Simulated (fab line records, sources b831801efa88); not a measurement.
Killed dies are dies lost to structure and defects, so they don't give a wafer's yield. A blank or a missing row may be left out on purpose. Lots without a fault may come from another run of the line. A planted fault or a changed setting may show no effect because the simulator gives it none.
Chamber matching | flow gf180mcu | GF_SAB_CVD_00 on pecvd-02: 3 sister chambers
The step deposits SiO2 from TEOS, target thk 50 nm, time 4.9302 s. 16 wafers are shown with their chamber, then 8 later ones without.

WAFERS WITH THEIR CHAMBER
wafer  | chamber | heater_power_w (W)
L800.1 | 2       | 633
L800.2 | 0       | 674
L800.4 | 2       | 652
L801.1 | 2       | 569
L801.3 | 0       | 577
L801.4 | 1       | 774
L802.2 | 0       | 643
L802.4 | 2       | 554
L802.6 | 1       | 810
L805.1 | 2       | 593
L805.2 | 0       | 624
L805.3 | 1       | 786
L807.1 | 0       | 581
L807.4 | 1       | 690
L807.6 | 2       | 571
L810.2 | 2       | 622

SIGNATURES (means of the wafers above)
reading        | chamber 0 | chamber 1 | chamber 2 | scatter within a chamber
heater_power_w | 619.80    | 765.00    | 599.14    | 42.3
Rule: a wafer's distance from a chamber is the root of the sum, over the readings, of the square of ((its reading less the chamber's mean) divided by the reading's scatter). The wafer belongs to the nearest chamber; if the next one is less than 2 further off, it can't be placed. The scatter: the root of (the sum of the squares of (reading less its chamber's mean) over the shown wafers, divided by (wafers less chambers)).

WAFERS WITHOUT THEIR CHAMBER
wafer  | heater_power_w (W)
L810.3 | 665
L810.6 | 740
L816.2 | 686
L816.3 | 707
L816.5 | 597
L818.2 | 691
L818.3 | 762
L818.4 | 640

WHICH CHAMBER EACH WENT THROUGH
wafer  | from the rows above          | in truth
L810.3 | can't be placed: 0 or 2 or 1 | 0
L810.6 | 1                            | 1
L816.2 | can't be placed: 0 or 1 or 2 | 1
L816.3 | can't be placed: 1 or 0 or 2 | 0
L816.5 | can't be placed: 2 or 0      | 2
L818.2 | can't be placed: 0 or 1 or 2 | 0
L818.3 | 1                            | 1
L818.4 | can't be placed: 0 or 2      | 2
Placed correctly: 2 of 8. Can't be placed from these rows: 6 (the true chamber is among the candidates in 6). Placed wrongly: 0.
